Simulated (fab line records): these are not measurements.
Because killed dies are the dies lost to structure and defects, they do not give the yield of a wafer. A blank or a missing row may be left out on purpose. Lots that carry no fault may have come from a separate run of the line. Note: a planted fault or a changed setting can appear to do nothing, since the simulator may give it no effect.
A lot that was struck, set against a sound lot | flow sky130 | 15 steps out of a route of 708
Sound: these wafers, L538.1, L538.2, L538.4. Struck: wafers L545.3, L545.5, L545.6. At the end, the cause is stated.
Each step with rows lists, per side, the tool, then ch with its chambers, then its first start. Under that, the readings that differ: sound wafers | struck wafers | difference of the means | sigmas: that difference in standard deviations of wafers without a fault.
alike: a reading whose means differ by less than 2 such deviations, as well as words and numbers matching on both sides. not compared: withheld readings; readings where some wafer has no value; bounds like >300 that might hide an equal value; numbers whose values overlap and for which the record gives no deviation.
A row with sigmas, a row that says differs or no value, or rows on one side alone: a step with any of these is where the two part. Non-overlapping numbers with no deviation appear without sigmas and do not part them. A reading that every wafer of one side lacks parts them only if that side has two wafers or more.

first, 8 steps without rows for these wafers: SKY_FIELD_ISO_DEHYDRATE_05 (time 60 s); SKY_FIELD_ISO_HMDS_06 (prime time 60 s); SKY_FIELD_ISO_COAT_07 (resist thk 60 nm); SKY_FIELD_ISO_COAT_08 (resist thk 450 nm); SKY_FIELD_ISO_SOFTBAKE_09 (time 90 s); SKY_FIELD_ISO_EXPOSE_10 (exposes mask FOM, target cd 150 nm); SKY_FIELD_ISO_PEB_11; SKY_FIELD_ISO_DEVELOP_12 (develop time 60 s).
SKY_FIELD_ISO_CD_MEAS_13: target cd 150 nm.
  sound on cd sem-02, day 3 12:52; struck on cd sem-02, day 5 02:06
  alike: cd nm
SKY_FIELD_ISO_ETCH_14: etches BARC in N2/H2, stops on SiO2, time 45.9 s, target depth 60 nm.
  sound on rie diel-01 ch 2,3, day 3 12:59; struck on rie diel-02 ch 0,1,3, day 5 02:11
  alike: drypump motor current A, h2 flow sccm, oes product au, run length s, throttle valve pct
  not compared: rf hours counter h
SKY_FIELD_ISO_ETCH_15: etches the open film in CHF3/O2, stops on Si, target depth 180 nm, time 72 s.
  sound on rie diel-01 ch 2,3, day 3 13:01; struck on rie diel-02 ch 0,1,3, day 5 02:13
  alike: drypump motor current A, oes product au, run length s, throttle valve pct
  not compared: rf hours counter h
SKY_FIELD_ISO_STRIP_16: strips in O2/N2.
  sound on plasma asher-02 ch 0,1, day 3 13:05; struck on plasma asher-03 ch 0,1, day 5 02:19
  alike: drypump motor current A, oes product au, strip time to endpoint s
  not compared: rf hours counter h
SKY_FIELD_ISO_ETCH_17: etches Si in HBr/Cl2/O2, target depth 342 nm, time 97.7 s.
  sound on rie si-02 ch 2,3, day 3 13:11; struck on rie si-02 ch 1,2,3, day 5 02:23
  reading                               | sound             | struck            | difference | sigmas
  run length s (s)                      | 125.7 126.2 126.1 | 119.3 119.3 118.6 | -6.9       | -17
  model.FIELD_ISO.feature depth nm (nm) | 344.1 349.5 346.5 | 317.1 319.7 312   | -30.4      |
  model.etch.depth nm (nm)              | 344.1 349.5 346.5 | 317.1 319.7 312   | -30.4      |
  alike: drypump motor current A, oes product au, throttle valve pct
  not compared: rf hours counter h
then, 1 step without rows for these wafers: SKY_FIELD_ISO_WET_ETCH_18 (etches Si3N4 in H3PO4, target depth 25 nm, time 286 s).
-- record jumps: 44 days separate the struck wafers' starts on either side; left off in module FIELD_ISO, taken up again in module PAD_OPEN, whose first shown step is the route's number 708 --
SKY_PAD_OPEN_PROBE_99:
  sound on prober-01, day 47 09:41; struck on prober-02, day 49 02:07
  reading                                 | sound                         | struck                        | difference | sigmas
  killed at other                         | 2 1 3                         | 1 1 0                         | -1         | -2
  killed open                             | 47 35 32                      | 54 51 51                      | +14        | +2
  model.etest.res_p_drift_20v.line ohm um | 1.149e+04 1.204e+04 1.202e+04 | 1.083e+04 1.08e+04 1.033e+04  | -1.197e+03 |
  model.etest.res_p_drift_20v.rs ohm sq   | 9641 1.008e+04 1e+04          | 9058 8888 8582                | -1064      |
  model.etest.pfet_16v.r on ohm um        | 1.506e+04 1.545e+04 1.549e+04 | 1.421e+04 1.408e+04 1.384e+04 | -1.290e+03 |
  model.etest.res iso pwell.rs ohm sq     | 3054 3244 3237                | 2832 2804 2685                | -405       |
  model.etest.res iso pwell.line ohm um   | 1163 1230 1208                | 1083 1052 1006                | -153       |
  model.etest.res nwell.rs ohm sq         | 974.7 999.5 998.8             | 862.2 860.2 839.7             | -137.0     |
  model.etest.res nwell.line ohm um       | 1174 1186 1201                | 1002 1014 991.5               | -184       |
  model.etest.pfet_16v.drive ua um        | 246 240.9 244.1               | 262 265.1 265.1               | +20        |
  alike: killed_at_M0_to_M3, killed_at_M4_up, killed at contacts, killed at front end, killed dies, killed short

WHERE THEY PART
Last at SKY_PAD_OPEN_PROBE_99 as far as this record goes, first at SKY_FIELD_ISO_ETCH_17.

WHY: what had been put in by the simulator
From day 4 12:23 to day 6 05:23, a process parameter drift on rie si-02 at SKY_FIELD_ISO_ETCH_17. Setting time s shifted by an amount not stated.
